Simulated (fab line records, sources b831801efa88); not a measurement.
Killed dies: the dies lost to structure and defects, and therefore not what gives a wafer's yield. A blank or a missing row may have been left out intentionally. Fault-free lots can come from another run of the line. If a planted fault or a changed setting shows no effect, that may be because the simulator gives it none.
Split-lot study | flow gf180mcu | route with 602 steps; 5 lots, 23 wafers read

## SPLIT DETAILS
At GF_V3_CVD_23 (deposits W, target thk 350 nm, time 104.9 s), the setting pressure torr was moved away from the recipe's 40 Torr on 10 of the 23 wafers read, by -11.2% to -4.5%. The other wafers ran this setting at the recipe's value.

The reading comes from the split's own step.

## THE READING
W_of_V3_CVD_23.thk nm (the simulator's own value, which no gauge read), in nm, at GF_V3_CVD_23 (deposits W, target thk 350 nm, time 104.9 s). The file gives no usual value for it. Across the 13 wafers here that went through the recipe, the average is 350.3 nm and the standard deviation 3.9 nm.

wafer  | tool, chamber at the split | pressure torr as run, Torr | against the recipe | W_of_V3_CVD_23.thk nm, nm | against lot-mates on the recipe
L074.1 | cvd w-01, 0                | 40                         | recipe             | 352.5                     | -
L074.2 | cvd w-01, 1                | 40                         | recipe             | 348                       | -
L074.3 | cvd w-01, 1                | 40                         | recipe             | 350.1                     | -
L078.1 | cvd w-01, 0                | 35.52                      | -11.2%             | 329.2                     | no lot-mate on the recipe
L078.2 | cvd w-01, 1                | 35.52                      | -11.2%             | 324.6                     | no lot-mate on the recipe
L078.3 | cvd w-01, 1                | 35.52                      | -11.2%             | 331.1                     | no lot-mate on the recipe
L078.4 | cvd w-01, 0                | 35.52                      | -11.2%             | 328.8                     | no lot-mate on the recipe
L078.6 | cvd w-01, 1                | 35.52                      | -11.2%             | 329.3                     | no lot-mate on the recipe
L081.1 | cvd w-01, 0                | 40                         | recipe             | 344.9                     | -
L081.3 | cvd w-01, 0                | 40                         | recipe             | 348                       | -
L081.4 | cvd w-01, 1                | 40                         | recipe             | 345.2                     | -
L081.5 | cvd w-01, 0                | 40                         | recipe             | 347.5                     | -
L081.6 | cvd w-01, 1                | 40                         | recipe             | 345.9                     | -
L082.1 | cvd w-02, 1                | 38.21                      | -4.5%              | 344.3                     | no lot-mate on the recipe
L082.3 | cvd w-02, 1                | 38.21                      | -4.5%              | 343.4                     | no lot-mate on the recipe
L082.4 | cvd w-02, 0                | 38.21                      | -4.5%              | 347.3                     | no lot-mate on the recipe
L082.5 | cvd w-02, 0                | 38.21                      | -4.5%              | 343                       | no lot-mate on the recipe
L082.6 | cvd w-02, 1                | 38.21                      | -4.5%              | 345.3                     | no lot-mate on the recipe
L085.1 | cvd w-02, 1                | 40                         | recipe             | 356.4                     | -
L085.2 | cvd w-02, 1                | 40                         | recipe             | 352.4                     | -
L085.3 | cvd w-02, 1                | 40                         | recipe             | 352.4                     | -
L085.4 | cvd w-02, 1                | 40                         | recipe             | 354.9                     | -
L085.6 | cvd w-02, 1                | 40                         | recipe             | 356                       | -

THE FIT
A straight line over all 23 wafers: W_of_V3_CVD_23.thk nm changes by +1.9 nm for each +1% of pressure torr; r = +0.93; the points scatter about the line by 3.6 nm.
Too few moved wafers have a lot-mate on the recipe to fit a line with each lot's own level taken away.

## FILE'S OWN FIT
W_of_V3_CVD_23.thk nm changes by +1.9 nm for each +1% of pressure torr, r = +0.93.
